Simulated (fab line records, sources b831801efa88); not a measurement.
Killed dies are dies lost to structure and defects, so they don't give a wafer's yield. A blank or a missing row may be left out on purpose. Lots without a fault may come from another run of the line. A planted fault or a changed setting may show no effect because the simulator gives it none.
Which tool did it? | flow gf180mcu | 14 lots, 42 wafers sampled, at 4 steps of a route of 602

WHAT THE GAUGES READ, wafer by wafer
GF_M1_CD_MEAS_14: target cd 230 nm. Usual: cd_nm 230.0 nm, standard deviation 1.1.
lot  | measured     | on        | cd_nm (nm)        | flag
L940 | day 16 21:05 | cd_sem-02 | 229.7 229.8 229.9 |
L941 | day 17 13:09 | cd_sem-02 | 230.2 229.8 229.1 |
L942 | day 17 20:09 | cd_sem-01 | 229.0 229.8 229.4 |
L943 | day 18 05:34 | cd_sem-02 | 229.0 229.3 229.1 |
L944 | day 18 12:39 | cd_sem-01 | 228.1 227.1 227.4 |
L945 | day 19 02:25 | cd_sem-01 | 230.1 231.6 230.2 |
L946 | day 19 10:57 | cd_sem-01 | 230.4 230.8 230.9 |
L947 | day 19 17:57 | cd_sem-01 | 228.5 229.6 229.1 |
L948 | day 20 03:50 | cd_sem-01 | 229.6 228.5 228.8 |
L951 | day 21 06:40 | cd_sem-01 | 230.3 229.2 231.7 |
L952 | day 21 16:07 | cd_sem-01 | 229.8 228.7 230.1 |
L955 | day 22 18:48 | cd_sem-02 | 230.4 229.6 230.8 |
L958 | day 23 17:15 | cd_sem-02 | 231.1 231.3 231.5 |
L959 | day 24 03:18 | cd_sem-02 | 230.2 231.1 228.7 |

GF_M3_CD_MEAS_14: target cd 280 nm. Usual: cd_nm 279.8 nm, standard deviation 1.
lot  | measured     | on        | cd_nm (nm)        | flag
L940 | day 21 01:58 | cd_sem-02 | 279.2 280.0 280.9 |
L941 | day 21 18:16 | cd_sem-02 | 281.8 283.1 280.3 |
L942 | day 22 01:12 | cd_sem-01 | 278.5 278.5 277.8 |
L943 | day 22 11:37 | cd_sem-01 | 280.3 280.7 281.5 |
L944 | day 22 18:40 | cd_sem-01 | 278.9 278.3 279.6 |
L945 | day 23 05:29 | cd_sem-01 | 279.0 279.4 279.8 |
L946 | day 23 15:40 | cd_sem-01 | 278.8 278.9 279.1 |
L947 | day 23 22:19 | cd_sem-01 | 278.2 279.2 280.4 |
L948 | day 24 06:23 | cd_sem-02 | 280.0 280.7 280.9 |
L951 | day 25 09:01 | cd_sem-01 | 278.1 278.9 280.0 |
L952 | day 25 16:08 | cd_sem-01 | 281.3 280.0 280.8 |
L955 | day 26 17:07 | cd_sem-02 | 279.4 279.9 280.0 |
L958 | day 27 13:20 | cd_sem-01 | 280.5 281.0 280.6 |
L959 | day 27 20:55 | cd_sem-01 | 279.1 278.8 280.1 |

WHICH TOOL RAN EACH LOT (tool, then ch and the chambers of the sampled wafers, then the start)
lot  | GF_HV_LDD_SOFTBAKE_27             | GF_V2_ETCH_17
L940 | litho_track-03 ch 0, day 10 23:44 | rie_diel-01 ch 1,2,3, day 21 01:58 or earlier
L941 | litho_track-04 ch 0, day 11 12:21 | rie_diel-01 ch 0,3, day 21 18:16 or earlier
L942 | litho_track-02 ch 0, day 11 19:15 | rie_diel-01 ch 1,2,3, day 22 01:12 or earlier
L943 | litho_track-02 ch 0, day 12 00:54 | rie_diel-01 ch 0,1,3, day 22 11:37 or earlier
L944 | litho_track-04 ch 0, day 12 07:42 | rie_diel-04 ch 0,1,2, day 22 18:40 or earlier
L945 | litho_track-02 ch 0, day 12 19:13 | rie_diel-04 ch 1,3, day 23 05:29 or earlier
L946 | litho_track-02 ch 0, day 13 03:00 | rie_diel-01 ch 0,1,2, day 23 15:40 or earlier
L947 | litho_track-04 ch 0, day 13 09:24 | rie_diel-01 ch 2,3, day 23 22:19 or earlier
L948 | litho_track-03 ch 0, day 13 17:40 | rie_diel-01 ch 0,1,2, day 24 06:23 or earlier
L951 | litho_track-02 ch 0, day 14 15:17 | rie_diel-03 ch 1,3, day 25 09:01 or earlier
L952 | litho_track-02 ch 0, day 14 23:46 | rie_diel-03 ch 0,1,3, day 25 16:08 or earlier
L955 | litho_track-02 ch 0, day 16 02:38 | rie_diel-04 ch 0,2, day 26 17:07 or earlier
L958 | litho_track-02 ch 0, day 16 23:32 | rie_diel-03 ch 0,3, day 27 13:20 or earlier
L959 | litho_track-04 ch 0, day 17 10:06 | rie_diel-03 ch 0,2,3, day 27 20:55 or earlier
- GF_HV_LDD_SOFTBAKE_27: time 60 s.
- GF_V2_ETCH_17: etches SiO2 in C4F8/O2/Ar, stops on TiN, target depth 630 nm.

WHAT THE TOOLS THEMSELVES READ (means of the sampled wafers that have a number; where no wafer has one, the mark that the record gives instead)
GF_HV_LDD_SOFTBAKE_27. Usual: run_length_s 89.03 s, standard deviation 0.14.
lot  | tool           | run_length_s (s) | flag
L940 | litho_track-03 | 89.01            |
L941 | litho_track-04 | 89.09            |
L942 | litho_track-02 | 88.88            |
L943 | litho_track-02 | 88.94            |
L944 | litho_track-04 | 89.08            |
L945 | litho_track-02 | 88.93            |
L946 | litho_track-02 | 89.12            |
L947 | litho_track-04 | 89.15            |
L948 | litho_track-03 | 88.99            |
L951 | litho_track-02 | 89.02            |
L952 | litho_track-02 | 88.89            |
L955 | litho_track-02 | 90.36            | OFF
L958 | litho_track-02 | 90.34            | OFF
L959 | litho_track-04 | 89.28            |

GF_V2_ETCH_17. Usual: oes_product_au 0.856 a.u., standard deviation 0.0045.
lot  | tool        | oes_product_au (a.u.) | flag
L940 | rie_diel-01 | 0.855                 |
L941 | rie_diel-01 | 0.855                 |
L942 | rie_diel-01 | 0.855                 |
L943 | rie_diel-01 | 0.852                 |
L944 | rie_diel-04 | 0.857                 |
L945 | rie_diel-04 | 0.858                 |
L946 | rie_diel-01 | 0.860                 |
L947 | rie_diel-01 | 0.853                 |
L948 | rie_diel-01 | 0.854                 |
L951 | rie_diel-03 | 0.861                 |
L952 | rie_diel-03 | 0.855                 |
L955 | rie_diel-04 | 0.851                 |
L958 | rie_diel-03 | 0.859                 |
L959 | rie_diel-03 | 0.855                 |

THE ANSWER, worked out from the rows above alone
Rule: a lot is off if the mean of its wafers that have a number lies more than 3 standard deviations from the usual mean. A lot without any number at a reading at which 4 lots or more have one is off too. The other lots that the step has rows for count as sound. The gauges are gone through in route order, then the tools' own readings, and for those a lot's mean is taken as printed above. The first step at which some lot is off is used, and at that step the reading that is off furthest; a lot without a number counts as furthest.
Off: L955, L958, at GF_HV_LDD_SOFTBAKE_27 (run_length_s).
A tool fits if, at that step or a process step before it, it ran every lot that is off, and no sound lot after the first of them. One fits: litho_track-02 at GF_HV_LDD_SOFTBAKE_27. Its last sound lot is L952 (day 14 23:46), its first lot that is off L955 (day 16 02:38): a fault that began between those two fits.
The tool's own readings at GF_HV_LDD_SOFTBAKE_27 bear it out: on the lots that are off they differ by more than 5 times the standard deviation of the sound lots' means. run_length_s reads 90.35 s there against 89.03 s on the sound lots.

WHAT THE SIMULATOR HAD PUT IN
Process parameter drift: litho_track-02, from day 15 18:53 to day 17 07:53, at GF_HV_LDD_SOFTBAKE_27. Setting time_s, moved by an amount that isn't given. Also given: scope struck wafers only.
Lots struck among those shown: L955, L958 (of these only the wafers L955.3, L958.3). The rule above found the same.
